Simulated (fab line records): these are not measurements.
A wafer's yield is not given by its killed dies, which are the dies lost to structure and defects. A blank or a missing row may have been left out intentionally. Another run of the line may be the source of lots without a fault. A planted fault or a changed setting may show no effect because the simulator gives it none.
A struck lot beside a sound one || flow gf180mcu || 19 out of 602 route steps
Sound: wafers L880.1, L880.2, L880.4. Wafers L891.2, L891.4, L891.5 were the ones struck. The cause comes at the end.
For every step that has rows: the tool of each side, followed by ch and its chambers, followed by its first start. Under that, the readings that differ: sound wafers || struck wafers || difference of the means || sigmas: that difference in standard deviations of wafers without a fault.
alike: a reading whose means differ by less than 2 such deviations, as well as words and numbers matching on both sides. not compared: withheld readings; readings where some wafer has no value; bounds like >300 that might hide an equal value; numbers whose values overlap and for which the record gives no deviation.
Wherever a step has rows on one side only, a row that says differs or no value, or a row with sigmas, the two part there. Numbers that have no deviation but don't overlap get no sigmas and don't part them. A reading that every wafer of one side lacks parts them only if that side has two wafers or more.

GF_HV_LDD_CD_MEAS_31: target cd 400 nm.
  sound on cd_sem-01, day 13 08:14; struck on cd_sem-01, day 16 18:01
  alike: cd_nm
GF_HV_LDD_OVL_MEAS_32:
  sound on overlay-01, day 13 08:22; struck on overlay-01, day 16 18:08
  alike: HV_LDD_02_OVL
then, 4 steps without rows for these wafers: GF_HV_LDD_IMPLANT_33; GF_HV_LDD_IMPLANT_34; GF_HV_LDD_IMPLANT_35; GF_HV_LDD_IMPLANT_36.
GF_HV_LDD_STRIP_37: strips in O2/N2.
  sound on plasma_asher-03 ch 0,1, day 13 08:59; struck on plasma_asher-01 ch 0, day 16 18:46
{"reading": "heater_power_w (W)", "sound": "333 341 337", "struck": "314 314 310", "difference": -24, "sigmas": -2}
  alike: drypump_motor_current_A, oes_product_au, strip_time_to_endpoint_s
  not compared: rf_hours_counter_h
GF_HV_LDD_TW_MEAS_38:
  sound on film_metro-03, day 13 09:05; struck on film_metro-04, day 16 18:52
  alike: HV_LDD_3_TW
then, 4 steps without rows for these wafers: GF_HV_LDD_DEHYDRATE_39 (time 60 s); GF_HV_LDD_HMDS_40 (prime time 60 s); GF_HV_LDD_COAT_41 (resist thk 1000 nm); GF_HV_LDD_SOFTBAKE_42 (time 60 s).
GF_HV_LDD_EXPOSE_43: exposes mask Pplus HV AREA, target cd 400 nm.
  sound on iline_stepper-02 ch 0, day 13 19:22; struck on iline_stepper-01 ch 0, day 17 06:17
{"reading": "model.HV_LDD.overlay_x_nm (nm)", "sound": "0.3162 0.3162 0.3162", "struck": "213.1 213.1 213.1", "difference": "+212.8", "sigmas": ""}
  alike: mask
then, 2 steps without rows for these wafers: GF_HV_LDD_PEB_44; GF_HV_LDD_DEVELOP_45 (develop time 60 s).
GF_HV_LDD_CD_MEAS_46: target cd 400 nm.
  sound on cd_sem-01, day 14 05:17; struck on cd_sem-01, day 17 17:58
  alike: cd_nm
GF_HV_LDD_OVL_MEAS_47:
  sound on overlay-01, day 14 05:25; struck on overlay-01, day 17 18:05
{"reading": "HV_LDD_03_OVL (nm)", "sound": "-0.3 0.1 0.7", "struck": "212.2 211.9 209.9", "difference": "+211.2", "sigmas": "+99 or more"}
then, 1 step without rows for these wafers: GF_HV_LDD_IMPLANT_48.
-- here the record skips 16 days between the struck wafers' starts before and after, leaving off in module HV_LDD and picking up in module PASSIVATION (first step shown: number 602 of the route) --
GF_PASSIVATION_PROBE_99:
  record: rows for the struck wafers here (prober-02, day 33 14:52), none for the sound ones

## WHERE THEY PART
Last at GF_PASSIVATION_PROBE_99 as far as this record goes, first at GF_HV_LDD_STRIP_37.

WHY: what the simulator had put in
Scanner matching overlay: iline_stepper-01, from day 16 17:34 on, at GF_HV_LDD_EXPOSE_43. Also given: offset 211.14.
